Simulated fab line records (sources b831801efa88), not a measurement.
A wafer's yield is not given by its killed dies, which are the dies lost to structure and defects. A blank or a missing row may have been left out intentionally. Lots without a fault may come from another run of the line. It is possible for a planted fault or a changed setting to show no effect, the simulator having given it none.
The tool behind it: which one? -- flow gf180mcu -- 11 lots, 33 wafers sampled, at 5 steps of a route of 602

WHAT THE GAUGES SHOWED, per wafer
GF_HV_LDD_CD_MEAS_19 targets a cd of 400 nm. Usual: cd-nm reads 400.5 nm (standard deviation 2.3).
lot,measured,on,cd-nm (nm),flag
L354,day 10 23:29,cd-sem-01,399.5 397.7 397.5,
L355,day 11 05:23,cd-sem-01,401.8 400.0 404.1,
L358,day 12 01:07,cd-sem-01,397.4 399.0 398.7,
L359,day 12 12:40,cd-sem-02,397.9 397.3 397.8,
L362,day 13 06:41,cd-sem-01,400.0 402.5 401.0,
L364,day 13 18:31,cd-sem-01,402.2 402.6 400.6,
L369,day 15 11:46,cd-sem-01,406.7 409.0 407.3,OFF
L370,day 15 21:08,cd-sem-01,397.2 398.1 400.3,
L372,day 16 07:56,cd-sem-01,406.3 408.2 410.6,OFF
L374,day 17 00:26,cd-sem-01,398.8 398.4 398.7,
L376,day 17 16:01,cd-sem-01,399.8 403.2 401.4,

EACH LOT AND THE TOOL THAT RAN IT (in order: tool; ch and the chambers of the sampled wafers; start)
lot,GF_DUAL_GATE_STRIP_13,GF_POLY_GATE_ETCH_12,GF_HV_LDD_STRIP_10,GF_HV_LDD_COAT_14
L354,"plasma-asher-01 ch 0,1, day 8 07:22","rie-diel-04 ch 0,1,2, day 9 08:21","plasma-asher-03 ch 0,1, day 10 05:09","litho-track-02 ch 0, day 10 14:14"
L355,"plasma-asher-01 ch 0,1, day 8 15:01","rie-diel-02 ch 0,3, day 9 15:28","plasma-asher-04 ch 0,1, day 10 11:17","litho-track-02 ch 0, day 10 20:04"
L358,"plasma-asher-04 ch 0,1, day 9 12:31","rie-diel-02 ch 0,2, day 10 09:31","plasma-asher-04 ch 0,1, day 11 05:58","litho-track-01 ch 0, day 11 15:11"
L359,"plasma-asher-02 ch 0,1, day 9 22:44","rie-diel-02 ch 0,2,3, day 10 19:53","plasma-asher-04 ch 0,1, day 11 17:03","litho-track-01 ch 0, day 12 02:31"
L362,"plasma-asher-02 ch 0,1, day 10 15:34","rie-diel-02 ch 1,2, day 11 12:27","plasma-asher-02 ch 1, day 12 11:41","litho-track-02 ch 0, day 12 20:49"
L364,"plasma-asher-04 ch 0,1, day 11 01:40","rie-diel-02 ch 0,2,3, day 12 01:06","plasma-asher-04 ch 0,1, day 12 22:34","litho-track-02 ch 0, day 13 08:05"
L369,"plasma-asher-01 ch 0, day 12 15:40","rie-diel-04 ch 0,1, day 13 15:56","plasma-asher-04 ch 0,1, day 14 14:53","litho-track-02 ch 0, day 15 01:02"
L370,"plasma-asher-04 ch 0,1, day 13 01:43","rie-diel-04 ch 0,2,3, day 14 00:55","plasma-asher-03 ch 0,1, day 14 23:29","litho-track-03 ch 0, day 15 09:29"
L372,"plasma-asher-01 ch 0,1, day 13 10:20","rie-diel-03 ch 0,1, day 14 10:25","plasma-asher-04 ch 0,1, day 15 09:27","litho-track-02 ch 0, day 15 20:35"
L374,"plasma-asher-01 ch 0,1, day 14 02:48","rie-diel-03 ch 0,1,3, day 15 02:19","plasma-asher-02 ch 0,1, day 16 01:58","litho-track-03 ch 0, day 16 12:49"
L376,"plasma-asher-02 ch 0,1, day 14 15:37","rie-diel-04 ch 0,1,2, day 15 16:36","plasma-asher-04 ch 0,1, day 16 17:17","litho-track-01 ch 0, day 17 04:28"
- GF_DUAL_GATE_STRIP_13: strips in O2/N2.
- GF_POLY_GATE_ETCH_12: etches BARC in N2/H2.
- GF_HV_LDD_STRIP_10: strips in O2/N2.
- GF_HV_LDD_COAT_14: resist thk 1000 nm.

WHAT THE TOOLS THEMSELVES READ (means of the sampled wafers that have a number; where no wafer has one, the mark that the record gives instead)
GF_DUAL_GATE_STRIP_13. Usual: drypump-motor-current-A 5.7 A, standard deviation 0.56; heater-power-w 309 W, standard deviation 19; oes-product-au 0.715 a.u., standard deviation 0.0044; strip-time-to-endpoint-s 12.62 s, standard deviation 0.032.
lot,tool,drypump-motor-current-A (A),heater-power-w (W),oes-product-au (a.u.),strip-time-to-endpoint-s (s),flag
L354,plasma-asher-01,6.1,332,0.716,12.58,
L355,plasma-asher-01,5.6,327,0.717,12.62,
L358,plasma-asher-04,5.7,281,0.710,12.59,
L359,plasma-asher-02,5.6,312,0.715,12.57,
L362,plasma-asher-02,5.5,307,0.717,12.64,
L364,plasma-asher-04,5.6,280,0.719,12.59,
L369,plasma-asher-01,6.6,324,0.715,12.62,
L370,plasma-asher-04,5.4,281,0.715,12.63,
L372,plasma-asher-01,6.1,329,0.718,12.63,
L374,plasma-asher-01,6.1,327,0.715,12.56,
L376,plasma-asher-02,5.5,311,0.716,12.68,

GF_POLY_GATE_ETCH_12. Usual: drypump-motor-current-A 5.7 A, standard deviation 0.39; oes-product-au 0.736 a.u., standard deviation 0.0045; throttle-valve-pct 13.214 %, standard deviation 0.0085.
lot,tool,drypump-motor-current-A (A),oes-product-au (a.u.),throttle-valve-pct (%),flag
L354,rie-diel-04,5.6,0.740,13.206,
L355,rie-diel-02,6.1,0.740,13.218,
L358,rie-diel-02,6.2,0.735,13.202,
L359,rie-diel-02,5.9,0.736,13.212,
L362,rie-diel-02,5.4,0.736,13.213,
L364,rie-diel-02,5.8,0.738,13.215,
L369,rie-diel-04,5.6,0.733,13.218,
L370,rie-diel-04,5.7,0.736,13.218,
L372,rie-diel-03,5.8,0.730,13.210,
L374,rie-diel-03,5.7,0.732,13.205,
L376,rie-diel-04,5.6,0.740,13.214,

GF_HV_LDD_STRIP_10. Usual: drypump-motor-current-A 5.60 A, standard deviation 0.28; heater-power-w 312 W, standard deviation 33; oes-product-au 0.715 a.u., standard deviation 0.0041; strip-time-to-endpoint-s 12.62 s, standard deviation 0.032.
lot,tool,drypump-motor-current-A (A),heater-power-w (W),oes-product-au (a.u.),strip-time-to-endpoint-s (s),flag
L354,plasma-asher-03,5.87,367,0.715,12.58,
L355,plasma-asher-04,5.62,283,0.716,12.65,
L358,plasma-asher-04,5.62,283,0.717,12.67,
L359,plasma-asher-04,5.61,288,0.715,12.66,
L362,plasma-asher-02,5.67,312,0.719,12.60,
L364,plasma-asher-04,5.63,286,0.712,12.61,
L369,plasma-asher-04,5.40,285,0.713,12.61,
L370,plasma-asher-03,5.73,364,0.718,12.64,
L372,plasma-asher-04,5.40,280,0.719,12.62,
L374,plasma-asher-02,5.59,309,0.719,12.63,
L376,plasma-asher-04,5.64,285,0.721,12.62,

GF_HV_LDD_COAT_14. Usual: spin-speed-rpm reads 2999.8 rpm (standard deviation 2).
lot,tool,spin-speed-rpm (rpm),flag
L354,litho-track-02,3000.0,
L355,litho-track-02,3000.5,
L358,litho-track-01,3001.1,
L359,litho-track-01,2997.6,
L362,litho-track-02,2998.9,
L364,litho-track-02,3000.0,
L369,litho-track-02,3624.0,OFF
L370,litho-track-03,2999.9,
L372,litho-track-02,3626.9,OFF
L374,litho-track-03,2997.2,
L376,litho-track-01,2999.5,

THE ANSWER, worked out from the rows above alone
Rule: a lot is off if the mean of its wafers that have a number lies more than 3 standard deviations from the usual mean. A lot without any number at a reading at which 4 lots or more have one is off too. The other lots that the step has rows for count as sound. The gauges are gone through in route order, then the tools' own readings, and for those a lot's mean is taken as printed above. At the first step where some lot is off, the reading lying furthest off is the one used; lots without a number count as furthest.
Off: L369, L372 (GF_HV_LDD_CD_MEAS_19, cd-nm).
If a tool, at a process step before that reading, ran all the lots that are off and no sound lot after the first of them, it fits. The gauges at GF_HV_LDD_CD_MEAS_19 aren't tried: what is off there is off at GF_HV_LDD_COAT_14 too, on other tools, and a gauge's error can't cause that. One fits: GF_HV_LDD_COAT_14 on litho-track-02. A fault onset in the window from L364 (day 13 08:05, its last sound lot) to L369 (day 15 01:02, its first lot off) fits.
The tool's own readings at GF_HV_LDD_COAT_14 bear it out: on the lots that are off they differ by more than 5 times the standard deviation of the sound lots' means. spin-speed-rpm reads 3625.4 rpm there against 2999.4 rpm on the sound lots.

WHAT HAD BEEN PUT IN BY THE SIMULATOR
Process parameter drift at GF_HV_LDD_COAT_14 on litho-track-02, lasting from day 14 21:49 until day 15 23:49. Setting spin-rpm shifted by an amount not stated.
Struck lots among those shown: L369, L372. This agrees with what the rule above found.
